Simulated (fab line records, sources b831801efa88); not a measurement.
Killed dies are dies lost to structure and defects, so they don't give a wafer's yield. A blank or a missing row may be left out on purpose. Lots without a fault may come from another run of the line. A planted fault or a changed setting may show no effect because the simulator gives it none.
Which tool did it? | flow sky130 | 13 lots, 39 wafers sampled, at 3 steps of a route of 708

WHAT THE GAUGES READ, wafer by wafer
SKY_CAP2M_THK_MEAS_04: measures by xrf. Usual: CAP2M_TIN_THK 195.6 nm, standard deviation 2.8.
lot  | measured     | on            | CAP2M_TIN_THK (nm) | flag
L112 | day 40 03:11 | film_metro-01 | 193.4 194.8 191.9  |
L111 | day 40 06:21 | film_metro-02 | 199.1 199.4 201.7  |
L114 | day 40 23:53 | film_metro-01 | 195.6 193.3 194.3  |
L116 | day 41 10:25 | film_metro-02 | 196.2 194.2 197.8  |
L117 | day 42 10:25 | film_metro-01 | 192.6 195.1 195.5  |
L119 | day 42 17:55 | film_metro-01 | 194.0 191.3 194.4  |
L121 | day 43 10:20 | film_metro-02 | 197.0 195.9 197.1  |
L124 | day 44 03:52 | film_metro-01 | 194.1 196.0 191.8  |
L127 | day 44 21:32 | film_metro-03 | 193.0 189.7 191.4  |
L129 | day 45 06:44 | film_metro-02 | 198.0 200.2 195.9  |
L128 | day 45 10:13 | film_metro-02 | 195.0 197.2 194.8  |
L130 | day 45 10:19 | film_metro-01 | 192.9 194.2 191.8  |
L133 | day 46 00:58 | film_metro-02 | 195.8 197.3 197.4  |

SKY_METAL4_OVL_MEAS_14. Usual: METAL4_OVL -2 nm, standard deviation 5.8.
lot  | measured     | on         | METAL4_OVL (nm) | flag
L112 | day 42 02:39 | overlay-01 | 8 -1 -1         |
L111 | day 42 06:32 | overlay-01 | -4 -5 -4        |
L114 | day 42 23:03 | overlay-02 | 1 1 -1          |
L116 | day 43 08:24 | overlay-02 | -2 -4 0         |
L117 | day 44 07:56 | overlay-02 | -4 -5 -2        |
L119 | day 44 15:50 | overlay-02 | 0 -9 4          |
L121 | day 45 06:37 | overlay-01 | -7 -11 -15      |
L124 | day 45 23:03 | overlay-02 | -8 -5 2         |
L127 | day 46 15:39 | overlay-02 | -8 -14 -6       |
L129 | day 47 00:00 | overlay-01 | -5 -3 -10       |
L128 | day 47 04:17 | overlay-01 | 12 8 6          |
L130 | day 47 04:58 | overlay-02 | -5 -6 -8        |
L133 | day 47 16:19 | overlay-01 | -3 -12 -4       |

WHICH TOOL RAN EACH LOT (tool, then ch and the chambers of the sampled wafers, then the start)
lot  | SKY_LDD_P_STRIP_10
L112 | plasma_asher-02 ch 0,1, day 19 18:26
L111 | plasma_asher-04 ch 0,1, day 19 18:41
L114 | plasma_asher-04 ch 0, day 20 15:41
L116 | plasma_asher-02 ch 0,1, day 21 05:55
L117 | plasma_asher-02 ch 0,1, day 22 12:58
L119 | plasma_asher-04 ch 0,1, day 23 01:36
L121 | plasma_asher-02 ch 0,1, day 23 19:59
L124 | plasma_asher-02 ch 0,1, day 24 15:49
L127 | plasma_asher-03 ch 0,1, day 25 19:35
L129 | plasma_asher-04 ch 1, day 26 08:22
L128 | plasma_asher-04 ch 0,1, day 26 09:04
L130 | plasma_asher-04 ch 0,1, day 26 09:20
L133 | plasma_asher-02 ch 0,1, day 27 06:32
- SKY_LDD_P_STRIP_10: strips in O2/N2.

WHAT THE TOOLS THEMSELVES READ (means of the sampled wafers that have a number; where no wafer has one, the mark that the record gives instead)
SKY_LDD_P_STRIP_10. Usual: drypump_motor_current_A 5.6 A, standard deviation 0.47; oes_product_au 0.716 a.u., standard deviation 0.0046; strip_time_to_endpoint_s 14.19 s, standard deviation 0.044.
lot  | tool            | drypump_motor_current_A (A) | oes_product_au (a.u.) | strip_time_to_endpoint_s (s) | flag
L112 | plasma_asher-02 | 6.0                         | 0.717                 | 14.21                        |
L111 | plasma_asher-04 | 5.6                         | 0.718                 | 14.15                        |
L114 | plasma_asher-04 | 5.9                         | 0.713                 | 14.23                        |
L116 | plasma_asher-02 | 5.7                         | 0.717                 | 14.09                        |
L117 | plasma_asher-02 | 5.7                         | 0.716                 | 14.21                        |
L119 | plasma_asher-04 | 5.6                         | 0.713                 | 14.21                        |
L121 | plasma_asher-02 | 5.7                         | 0.714                 | 14.26                        |
L124 | plasma_asher-02 | 6.0                         | 0.716                 | 14.20                        |
L127 | plasma_asher-03 | 5.8                         | 0.719                 | 14.21                        |
L129 | plasma_asher-04 | 5.0                         | 0.717                 | 14.20                        |
L128 | plasma_asher-04 | 5.6                         | 0.717                 | 14.14                        |
L130 | plasma_asher-04 | 5.6                         | 0.714                 | 14.17                        |
L133 | plasma_asher-02 | 5.8                         | 0.721                 | 14.19                        |

THE ANSWER, worked out from the rows above alone
Rule: a lot is off if the mean of its wafers that have a number lies more than 3 standard deviations from the usual mean. A lot without any number at a reading at which 4 lots or more have one is off too. The other lots that the step has rows for count as sound. The gauges are gone through in route order, then the tools' own readings, and for those a lot's mean is taken as printed above. The first step at which some lot is off is used, and at that step the reading that is off furthest; a lot without a number counts as furthest.
No lot is off at any reading shown: from this, nothing can be told.

WHAT THE SIMULATOR HAD PUT IN
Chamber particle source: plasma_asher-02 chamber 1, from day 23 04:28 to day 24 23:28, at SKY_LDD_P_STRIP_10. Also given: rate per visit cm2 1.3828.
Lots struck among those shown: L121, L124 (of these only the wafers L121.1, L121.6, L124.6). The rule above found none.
